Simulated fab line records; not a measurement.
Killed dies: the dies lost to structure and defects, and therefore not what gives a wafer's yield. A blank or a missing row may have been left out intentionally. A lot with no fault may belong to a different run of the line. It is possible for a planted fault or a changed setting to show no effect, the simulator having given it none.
Code-filled problem report in 8D (eight disciplines) form -- flow gf180mcu -- the parts of the form that need people (team, actions taken, sign-off) are left out

== 1. THE ISSUE ==
Mean of chamber pressure pa at GF_M3_SPUTTER_04: 0.4626 Pa across 6 wafers in 2 lots; on wafers with no fault it is 0.4001 Pa (standard deviation 0.00096). Relative to the usual mean, that is a shift of +65 standard deviations.
The step: material TiN, target thk 50 nm, time 41.7 s.
Seen first at day 26 07:19 on pvd sputter-04, wafer L971.2. Wafers with a number at this step in the record: 18, from 6 lots. Rule for "out", or "out of limits": more than 4 standard deviations from the usual mean. The rest of the wafers with a number are treated as sound.

== 2. WHAT THIS IS AND IS NOT ==
question,is,is not
which readings at this step,chamber pressure pa,-
which lots,"L971, L972","L956, L969, L976, L977"
which wafers of those lots,all that have a number,-
read on which tools,pvd sputter-04,"pvd sputter-02, pvd sputter-03"
when,from day 26 07:19,"up to then (6 sound wafers); but 6 sound wafers of L976, L977 came after"

== 3. SUSPECTS, AND WHAT RULES EACH OUT ==
Counting: a tool stays on the suspect list if, at a process step up to the reading, it processed all lots that are out and no sound lot following the first of them.
- pvd sputter-04 at GF_M3_SPUTTER_02 (material AlCu, target thk 450 nm, time 23.9 s): kept. All lots that are out passed through it, beginning with L971 at day 26 07:16, and no sound lot followed; its final sound lot before that point was L969 at day 25 14:38.
- pvd sputter-04 at GF_M3_SPUTTER_04 (material TiN, target thk 50 nm, time 41.7 s): kept. All lots that are out passed through it, beginning with L971 at day 26 07:19, and no sound lot followed; its final sound lot before that point was L969 at day 25 14:42. Its own readings are out on those wafers: chamber pressure pa.
After counting, pvd sputter-04 at GF_M3_SPUTTER_02 and pvd sputter-04 at GF_M3_SPUTTER_04 remain.

== 4. THE CAUSE (what the simulator had put in) ==
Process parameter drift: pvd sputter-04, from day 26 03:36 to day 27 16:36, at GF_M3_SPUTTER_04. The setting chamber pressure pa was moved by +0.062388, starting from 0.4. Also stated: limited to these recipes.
Of the 2 suspects that counting leaves, this tool is one.

== 5. SEQUENCE OF EFFECTS, ordered by route ==
One row per reading whose mean, taken over the struck wafers that have a number, lies over 3 standard deviations from the usual. Only readings whose record carries a usual standard deviation are examined. hours: median over the lots of the time between each lot's start at the first step of this table that gives one and its start at this step. sigmas: the change, counted in usual standard deviations.
hours,step,reading,usual,on struck wafers,change,sigmas
0,GF_M3_SPUTTER_04,chamber pressure pa,0.4001 Pa,0.4626,+0.0625,+65
Process steps it contains:
- GF_M3_SPUTTER_04: material TiN, target thk 50 nm, time 41.7 s.
Later steps that measure or inspect, where all struck wafers having a row at the step show a number for every such reading and not one has moved that far: GF_M3_RS_MEAS_05, GF_M3_THK_MEAS_06, GF_M3_CD_MEAS_14, GF_M3_OVL_MEAS_15, GF_V3_THK_MEAS_01, GF_V3_THK_MEAS_03, GF_V3_BOW_MEAS_05.

== 6. WHAT WOULD HAVE CAUGHT IT SOONER ==
4 hours passed between the start of the fault at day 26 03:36 and the first reading out of limits in this record, taken at day 26 07:19.
